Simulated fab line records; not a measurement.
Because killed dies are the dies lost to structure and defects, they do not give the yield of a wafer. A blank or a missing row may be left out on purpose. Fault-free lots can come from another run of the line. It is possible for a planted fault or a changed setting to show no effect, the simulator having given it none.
What tool caused it? || flow sky130 || Sampling: 12 lots, 36 wafers, 5 of 708 route steps

WHAT THE GAUGES SHOWED, per wafer
SKY_METAL1_THK_MEAS_06: measures by xrf. Usual: METAL1_ALCU_THK typically reads 253 nm, with standard deviation 3.7.
{"lot": "L310", "measured": "day 31 09:15", "on": "filmMetro-02", "METAL1_ALCU_THK (nm)": "253 249 257", "flag": ""}
{"lot": "L311", "measured": "day 31 15:35", "on": "filmMetro-04", "METAL1_ALCU_THK (nm)": "254 255 257", "flag": ""}
{"lot": "L315", "measured": "day 33 04:17", "on": "filmMetro-01", "METAL1_ALCU_THK (nm)": "258 256 256", "flag": ""}
{"lot": "L316", "measured": "day 34 00:35", "on": "filmMetro-01", "METAL1_ALCU_THK (nm)": "251 252 253", "flag": ""}
{"lot": "L318", "measured": "day 34 05:35", "on": "filmMetro-02", "METAL1_ALCU_THK (nm)": "250 249 258", "flag": ""}
{"lot": "L319", "measured": "day 35 01:26", "on": "filmMetro-02", "METAL1_ALCU_THK (nm)": "255 255 255", "flag": ""}
{"lot": "L324", "measured": "day 36 09:11", "on": "filmMetro-04", "METAL1_ALCU_THK (nm)": "253 256 250", "flag": ""}
{"lot": "L325", "measured": "day 36 13:22", "on": "filmMetro-01", "METAL1_ALCU_THK (nm)": "250 254 256", "flag": ""}
{"lot": "L327", "measured": "day 37 09:22", "on": "filmMetro-04", "METAL1_ALCU_THK (nm)": "249 253 248", "flag": ""}
{"lot": "L329", "measured": "day 37 13:34", "on": "filmMetro-01", "METAL1_ALCU_THK (nm)": "250 256 251", "flag": ""}
{"lot": "L331", "measured": "day 38 02:31", "on": "filmMetro-01", "METAL1_ALCU_THK (nm)": "256 256 259", "flag": ""}
{"lot": "L333", "measured": "day 38 17:47", "on": "filmMetro-04", "METAL1_ALCU_THK (nm)": "254 250 250", "flag": ""}

WHICH TOOL RAN EACH LOT (tool, then ch and the chambers of the sampled wafers, then the start)
{"lot": "L310", "SKY_CONTACT_COAT_08": "lithoTrack-03 ch 0, day 30 17:04", "SKY_CONTACT_ETCH_16": "rieDiel-03 ch 0,2,3, day 31 07:35", "SKY_CONTACT_ETCH_18": "rieDiel-03 ch 0,2,3, day 31 09:04 or earlier", "SKY_METAL1_SPUTTER_04": "pvdSputter-02, day 31 09:04"}
{"lot": "L311", "SKY_CONTACT_COAT_08": "lithoTrack-03 ch 0, day 30 23:16", "SKY_CONTACT_ETCH_16": "rieDiel-04 ch 0,2,3, day 31 13:56", "SKY_CONTACT_ETCH_18": "rieDiel-04 ch 0,2,3, day 31 15:25 or earlier", "SKY_METAL1_SPUTTER_04": "pvdSputter-03, day 31 15:25"}
{"lot": "L315", "SKY_CONTACT_COAT_08": "lithoTrack-02 ch 0, day 32 13:23", "SKY_CONTACT_ETCH_16": "rieDiel-02 ch 0,1,2, day 33 02:38", "SKY_CONTACT_ETCH_18": "rieDiel-02 ch 0,1,2, day 33 04:06 or earlier", "SKY_METAL1_SPUTTER_04": "pvdSputter-03, day 33 04:06"}
{"lot": "L316", "SKY_CONTACT_COAT_08": "lithoTrack-01 ch 0, day 33 09:24", "SKY_CONTACT_ETCH_16": "rieDiel-03 ch 0,1,2, day 33 22:52", "SKY_CONTACT_ETCH_18": "rieDiel-03 ch 0,1,2, day 34 00:25 or earlier", "SKY_METAL1_SPUTTER_04": "pvdSputter-01, day 34 00:25"}
{"lot": "L318", "SKY_CONTACT_COAT_08": "lithoTrack-02 ch 0, day 33 14:14", "SKY_CONTACT_ETCH_16": "rieDiel-04 ch 1,2,3, day 34 03:51", "SKY_CONTACT_ETCH_18": "rieDiel-04 ch 1,2,3, day 34 05:25 or earlier", "SKY_METAL1_SPUTTER_04": "pvdSputter-02, day 34 05:25"}
{"lot": "L319", "SKY_CONTACT_COAT_08": "lithoTrack-02 ch 0, day 34 08:59", "SKY_CONTACT_ETCH_16": "rieDiel-02 ch 0,1,2, day 34 23:48", "SKY_CONTACT_ETCH_18": "rieDiel-02 ch 0,1,2, day 35 01:16 or earlier", "SKY_METAL1_SPUTTER_04": "pvdSputter-03, day 35 01:16"}
{"lot": "L324", "SKY_CONTACT_COAT_08": "lithoTrack-01 ch 0, day 35 18:34", "SKY_CONTACT_ETCH_16": "rieDiel-04 ch 0,1,3, day 36 07:33", "SKY_CONTACT_ETCH_18": "rieDiel-04 ch 0,1,3, day 36 09:01 or earlier", "SKY_METAL1_SPUTTER_04": "pvdSputter-02, day 36 09:01"}
{"lot": "L325", "SKY_CONTACT_COAT_08": "lithoTrack-02 ch 0, day 35 22:41", "SKY_CONTACT_ETCH_16": "rieDiel-02 ch 1,3, day 36 11:44", "SKY_CONTACT_ETCH_18": "rieDiel-02 ch 1,3, day 36 13:12 or earlier", "SKY_METAL1_SPUTTER_04": "pvdSputter-01, day 36 13:12"}
{"lot": "L327", "SKY_CONTACT_COAT_08": "lithoTrack-02 ch 0, day 36 17:52", "SKY_CONTACT_ETCH_16": "rieDiel-04 ch 0,1,2, day 37 07:41", "SKY_CONTACT_ETCH_18": "rieDiel-04 ch 0,1,2, day 37 09:11 or earlier", "SKY_METAL1_SPUTTER_04": "pvdSputter-01, day 37 09:11"}
{"lot": "L329", "SKY_CONTACT_COAT_08": "lithoTrack-01 ch 0, day 36 22:35", "SKY_CONTACT_ETCH_16": "rieDiel-04 ch 0,1,2, day 37 11:55", "SKY_CONTACT_ETCH_18": "rieDiel-04 ch 0,1,2, day 37 13:22 or earlier", "SKY_METAL1_SPUTTER_04": "pvdSputter-03, day 37 13:22"}
{"lot": "L331", "SKY_CONTACT_COAT_08": "lithoTrack-01 ch 0, day 37 11:40", "SKY_CONTACT_ETCH_16": "rieDiel-03 ch 0,1,2, day 38 00:53", "SKY_CONTACT_ETCH_18": "rieDiel-03 ch 0,1,2, day 38 02:21 or earlier", "SKY_METAL1_SPUTTER_04": "pvdSputter-03, day 38 02:21"}
{"lot": "L333", "SKY_CONTACT_COAT_08": "lithoTrack-02 ch 0, day 38 03:38", "SKY_CONTACT_ETCH_16": "rieDiel-03 ch 1,2,3, day 38 16:09", "SKY_CONTACT_ETCH_18": "rieDiel-03 ch 1,2,3, day 38 17:37 or earlier", "SKY_METAL1_SPUTTER_04": "pvdSputter-01, day 38 17:37"}
- SKY_CONTACT_COAT_08: resist thk 60 nm.
- SKY_CONTACT_ETCH_16: etches BARC in N2/H2, stops on SiO2, time 45.9 s, target depth 60 nm.
- SKY_CONTACT_ETCH_18: etches Si3N4 in CHF3/O2, stops on TiN, time 39 s, target depth 75 nm.
- SKY_METAL1_SPUTTER_04: material TiN, target thk 70 nm, time 58.3 s.

AS READ BY THE TOOLS THEMSELVES (means over the sampled wafers that have a number; for cases with no such wafer, the mark the record gives instead)
SKY_CONTACT_COAT_08. Usual: dispensePressureKPa at 51 kPa, with a standard deviation of 6.3.
{"lot": "L310", "tool": "lithoTrack-03", "dispensePressureKPa (kPa)": 52, "flag": ""}
{"lot": "L311", "tool": "lithoTrack-03", "dispensePressureKPa (kPa)": 52, "flag": ""}
{"lot": "L315", "tool": "lithoTrack-02", "dispensePressureKPa (kPa)": 57, "flag": ""}
{"lot": "L316", "tool": "lithoTrack-01", "dispensePressureKPa (kPa)": 43, "flag": ""}
{"lot": "L318", "tool": "lithoTrack-02", "dispensePressureKPa (kPa)": 57, "flag": ""}
{"lot": "L319", "tool": "lithoTrack-02", "dispensePressureKPa (kPa)": 57, "flag": ""}
{"lot": "L324", "tool": "lithoTrack-01", "dispensePressureKPa (kPa)": 43, "flag": ""}
{"lot": "L325", "tool": "lithoTrack-02", "dispensePressureKPa (kPa)": 57, "flag": ""}
{"lot": "L327", "tool": "lithoTrack-02", "dispensePressureKPa (kPa)": 57, "flag": ""}
{"lot": "L329", "tool": "lithoTrack-01", "dispensePressureKPa (kPa)": 43, "flag": ""}
{"lot": "L331", "tool": "lithoTrack-01", "dispensePressureKPa (kPa)": 43, "flag": ""}
{"lot": "L333", "tool": "lithoTrack-02", "dispensePressureKPa (kPa)": 57, "flag": ""}

SKY_CONTACT_ETCH_16. Usual: drypumpMotorCurrentA 5.63 A, standard deviation 0.27; h2FlowSccm 199.9 sccm, standard deviation 0.64; oesProductAu 0.855 a.u., standard deviation 0.0047; throttleValvePct 13.225 %, standard deviation 0.009.
{"lot": "L310", "tool": "rieDiel-03", "drypumpMotorCurrentA (A)": 5.38, "h2FlowSccm (sccm)": 199.9, "oesProductAu (a.u.)": 0.855, "throttleValvePct (%)": 13.229, "flag": ""}
{"lot": "L311", "tool": "rieDiel-04", "drypumpMotorCurrentA (A)": 5.62, "h2FlowSccm (sccm)": 200.0, "oesProductAu (a.u.)": 0.853, "throttleValvePct (%)": 13.232, "flag": ""}
{"lot": "L315", "tool": "rieDiel-02", "drypumpMotorCurrentA (A)": 5.63, "h2FlowSccm (sccm)": 199.7, "oesProductAu (a.u.)": 0.864, "throttleValvePct (%)": 13.227, "flag": ""}
{"lot": "L316", "tool": "rieDiel-03", "drypumpMotorCurrentA (A)": 5.55, "h2FlowSccm (sccm)": 200.0, "oesProductAu (a.u.)": 0.852, "throttleValvePct (%)": 13.222, "flag": ""}
{"lot": "L318", "tool": "rieDiel-04", "drypumpMotorCurrentA (A)": 5.60, "h2FlowSccm (sccm)": 199.3, "oesProductAu (a.u.)": 0.855, "throttleValvePct (%)": 13.234, "flag": ""}
{"lot": "L319", "tool": "rieDiel-02", "drypumpMotorCurrentA (A)": 5.62, "h2FlowSccm (sccm)": 200.4, "oesProductAu (a.u.)": 0.854, "throttleValvePct (%)": 13.228, "flag": ""}
{"lot": "L324", "tool": "rieDiel-04", "drypumpMotorCurrentA (A)": 5.68, "h2FlowSccm (sccm)": 200.0, "oesProductAu (a.u.)": 0.857, "throttleValvePct (%)": 13.231, "flag": ""}
{"lot": "L325", "tool": "rieDiel-02", "drypumpMotorCurrentA (A)": 5.89, "h2FlowSccm (sccm)": 200.6, "oesProductAu (a.u.)": 0.848, "throttleValvePct (%)": 13.220, "flag": ""}
{"lot": "L327", "tool": "rieDiel-04", "drypumpMotorCurrentA (A)": 5.63, "h2FlowSccm (sccm)": 200.8, "oesProductAu (a.u.)": 0.855, "throttleValvePct (%)": 13.227, "flag": ""}
{"lot": "L329", "tool": "rieDiel-04", "drypumpMotorCurrentA (A)": 5.63, "h2FlowSccm (sccm)": 200.4, "oesProductAu (a.u.)": 0.936, "throttleValvePct (%)": 13.219, "flag": "OFF"}
{"lot": "L331", "tool": "rieDiel-03", "drypumpMotorCurrentA (A)": 5.56, "h2FlowSccm (sccm)": 200.0, "oesProductAu (a.u.)": 0.932, "throttleValvePct (%)": 13.234, "flag": "OFF"}
{"lot": "L333", "tool": "rieDiel-03", "drypumpMotorCurrentA (A)": 5.67, "h2FlowSccm (sccm)": 200.0, "oesProductAu (a.u.)": 0.849, "throttleValvePct (%)": 13.217, "flag": ""}

SKY_CONTACT_ETCH_18. Usual: drypumpMotorCurrentA 5.62 A, standard deviation 0.27; oesProductAu 0.851 a.u., standard deviation 0.0079; throttleValvePct 8.792 %, standard deviation 0.0087.
{"lot": "L310", "tool": "rieDiel-03", "drypumpMotorCurrentA (A)": 5.39, "oesProductAu (a.u.)": 0.853, "throttleValvePct (%)": 8.791, "flag": ""}
{"lot": "L311", "tool": "rieDiel-04", "drypumpMotorCurrentA (A)": 5.61, "oesProductAu (a.u.)": 0.859, "throttleValvePct (%)": 8.795, "flag": ""}
{"lot": "L315", "tool": "rieDiel-02", "drypumpMotorCurrentA (A)": 5.62, "oesProductAu (a.u.)": 0.853, "throttleValvePct (%)": 8.796, "flag": ""}
{"lot": "L316", "tool": "rieDiel-03", "drypumpMotorCurrentA (A)": 5.54, "oesProductAu (a.u.)": 0.842, "throttleValvePct (%)": 8.784, "flag": ""}
{"lot": "L318", "tool": "rieDiel-04", "drypumpMotorCurrentA (A)": 5.60, "oesProductAu (a.u.)": 0.849, "throttleValvePct (%)": 8.794, "flag": ""}
{"lot": "L319", "tool": "rieDiel-02", "drypumpMotorCurrentA (A)": 5.59, "oesProductAu (a.u.)": 0.844, "throttleValvePct (%)": 8.794, "flag": ""}
{"lot": "L324", "tool": "rieDiel-04", "drypumpMotorCurrentA (A)": 5.68, "oesProductAu (a.u.)": 0.847, "throttleValvePct (%)": 8.794, "flag": ""}
{"lot": "L325", "tool": "rieDiel-02", "drypumpMotorCurrentA (A)": 5.89, "oesProductAu (a.u.)": 0.852, "throttleValvePct (%)": 8.785, "flag": ""}
{"lot": "L327", "tool": "rieDiel-04", "drypumpMotorCurrentA (A)": 5.64, "oesProductAu (a.u.)": 0.851, "throttleValvePct (%)": 8.791, "flag": ""}
{"lot": "L329", "tool": "rieDiel-04", "drypumpMotorCurrentA (A)": 5.63, "oesProductAu (a.u.)": 0.849, "throttleValvePct (%)": 8.793, "flag": ""}
{"lot": "L331", "tool": "rieDiel-03", "drypumpMotorCurrentA (A)": 5.57, "oesProductAu (a.u.)": 0.848, "throttleValvePct (%)": 8.788, "flag": ""}
{"lot": "L333", "tool": "rieDiel-03", "drypumpMotorCurrentA (A)": 5.65, "oesProductAu (a.u.)": 0.848, "throttleValvePct (%)": 8.784, "flag": ""}

SKY_METAL1_SPUTTER_04. Usual: throttleValvePct at 30.6 %, with a standard deviation of 0.73.
{"lot": "L310", "tool": "pvdSputter-02", "throttleValvePct (%)": 31.2, "flag": ""}
{"lot": "L311", "tool": "pvdSputter-03", "throttleValvePct (%)": 30.9, "flag": ""}
{"lot": "L315", "tool": "pvdSputter-03", "throttleValvePct (%)": 30.2, "flag": ""}
{"lot": "L316", "tool": "pvdSputter-01", "throttleValvePct (%)": 30.6, "flag": ""}
{"lot": "L318", "tool": "pvdSputter-02", "throttleValvePct (%)": 30.9, "flag": ""}
{"lot": "L319", "tool": "pvdSputter-03", "throttleValvePct (%)": 30.2, "flag": ""}
{"lot": "L324", "tool": "pvdSputter-02", "throttleValvePct (%)": 31.1, "flag": ""}
{"lot": "L325", "tool": "pvdSputter-01", "throttleValvePct (%)": 30.6, "flag": ""}
{"lot": "L327", "tool": "pvdSputter-01", "throttleValvePct (%)": 30.6, "flag": ""}
{"lot": "L329", "tool": "pvdSputter-03", "throttleValvePct (%)": 30.0, "flag": ""}
{"lot": "L331", "tool": "pvdSputter-03", "throttleValvePct (%)": 31.2, "flag": ""}
{"lot": "L333", "tool": "pvdSputter-01", "throttleValvePct (%)": 30.6, "flag": ""}

THE ANSWER, worked out from the rows above alone
Rule: take the mean of a lot's wafers that have a number; if it is more than 3 standard deviations from the usual mean, the lot is off. A lot without any number at a reading at which 4 lots or more have one is off too. The other lots that the step has rows for count as sound. The gauges are gone through in route order, then the tools' own readings, and for those a lot's mean is taken as printed above. The first step at which some lot is off is used, and at that step the reading that is off furthest; a lot without a number counts as furthest.
Off at SKY_CONTACT_ETCH_16 (oesProductAu): L329, L331.
A tool fits if, at that step or a process step before it, it ran every lot that is off, and no sound lot after the first of them. One fits: lithoTrack-01 at SKY_CONTACT_COAT_08. A fault onset in the window from L324 (day 35 18:34, its last sound lot) to L329 (day 36 22:35, its first lot off) fits.

WHAT THE SIMULATOR PUT IN
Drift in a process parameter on lithoTrack-01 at SKY_CONTACT_COAT_08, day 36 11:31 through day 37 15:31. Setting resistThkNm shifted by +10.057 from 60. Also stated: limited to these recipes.
Struck lots among those shown: L329, L331. The rule given above showed the same thing.
